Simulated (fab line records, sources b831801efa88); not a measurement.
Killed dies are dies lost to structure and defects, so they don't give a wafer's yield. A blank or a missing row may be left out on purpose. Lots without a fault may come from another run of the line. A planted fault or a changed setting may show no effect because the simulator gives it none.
A struck lot beside a sound one | flow sky130 | 15 steps out of a route of 708
Sound: wafers L908.2, L908.4, L908.5. Struck: wafers L895.2, L895.4, L895.6. The cause comes at the end.
At each step with rows: each side's tool, then ch and its chambers, then its first start. Under that, the readings that differ: sound wafers | struck wafers | difference of the means | sigmas: that difference in standard deviations of wafers without a fault.
alike: readings whose means differ by less than 2 such deviations, and words and numbers that are the same on both sides. not compared: withheld readings, readings that some wafer has no value for, bounds like >300 that may hide the same value, and numbers for which the record gives no deviation and whose values overlap.
The two part at a step that has a row with sigmas, a row that says differs or no value, or rows on one side only. Numbers that don't overlap but have no deviation are shown without sigmas and don't part them. A reading that every wafer of one side lacks parts them only if that side has two wafers or more.

SKY_FIELD_ISO_ETCH_17: etches Si in HBr/Cl2/O2, target depth 342 nm, time 97.7 s.
  sound on rie_si-02 ch 0,1,2, day 7 01:29; struck on rie_si-02 ch 0,1,3, day 4 03:39
  alike: HBr_flow_sccm, O2_flow_sccm, drypump_motor_current_A, oes_product_au, rf_fwd_power_W, throttle_valve_pct
  not compared: rf_hours_counter_h
then, 5 steps without rows for these wafers: SKY_FIELD_ISO_WET_ETCH_18 (etches Si3N4 in H3PO4, target depth 25 nm, time 286 s); SKY_FIELD_ISO_CLEAN_19 (cleans in SC1/SC2, time 150 s); SKY_FIELD_ISO_CLEAN_20 (cleans in dHF, time 20 s); SKY_FIELD_ISO_WET_ETCH_21 (etches SiO2 in dHF, target depth 20 nm, time 400 s); SKY_FIELD_ISO_OXIDATION_22 (stabilise 600 s, purge 300 s, target thk 10 nm).
SKY_FIELD_ISO_THK_MEAS_23:
  sound on film_metro-01, day 7 05:50; struck on film_metro-02, day 4 05:49
  alike: FIELD_ISO_OXIDATION_01_THK
then, 1 step without rows for these wafers: SKY_FIELD_ISO_CVD_24 (deposits SiO2, target thk 595 nm, time 99.2 s).
SKY_FIELD_ISO_THK_MEAS_25:
  sound on film_metro-03, day 7 05:58; struck on film_metro-01, day 4 05:57
  alike: FIELD_ISO_CVD_24_THK
then, 1 step without rows for these wafers: SKY_FIELD_ISO_ANNEAL_26 (time 1800 s).
SKY_FIELD_ISO_CMP_27: polishes, stops on Si3N4, t overpolish 16 s, target thk 457.8 nm.
  sound on cmp-02 ch 2,3, day 7 08:43; struck on cmp-01 ch 2,3, day 4 07:30
  alike: motor_current_A, overpolish_run_s, platen_rpm, time_to_endpoint_s
then, 1 step without rows for these wafers: SKY_FIELD_ISO_WET_ETCH_28 (etches SiO2 in dHF, target depth 23.7 nm, time 47 s).
SKY_FIELD_ISO_WET_ETCH_29: etches Si3N4 in H3PO4, target depth 160 nm, time 1825 s.
  sound on wet_bench-01 ch 2, day 7 09:02; struck on wet_bench-02 ch 2, day 4 07:49
  no value came back on the struck wafers for bath_guard_temp_C (C), bath_heat_duty_pct (%); on the sound wafers bath_guard_temp_C (C) reads 159.9 160.3 160.2
  reading                                     | sound | struck          | difference | sigmas
  model.Si3N4_of_FIELD_ISO_CVD_03.thk_nm (nm) | 0 0 0 | 117.5 117.7 119 | +118.1     |
then, 1 step without rows for these wafers: SKY_FIELD_ISO_WET_ETCH_30 (etches SiO2 in dHF, target depth 25 nm, time 50 s).
-- the record jumps here: 44 days lie between the struck wafers' starts before and after (it left off in module FIELD_ISO and takes up again in module PAD_OPEN, whose first step shown is number 708 of the route) --
SKY_PAD_OPEN_PROBE_99:
  the record has rows for the struck wafers here (prober-02, day 48 03:34) and none for the sound ones

WHERE THEY PART
First at SKY_FIELD_ISO_WET_ETCH_29; last, within this record, at SKY_PAD_OPEN_PROBE_99.

WHY: what the simulator had put in
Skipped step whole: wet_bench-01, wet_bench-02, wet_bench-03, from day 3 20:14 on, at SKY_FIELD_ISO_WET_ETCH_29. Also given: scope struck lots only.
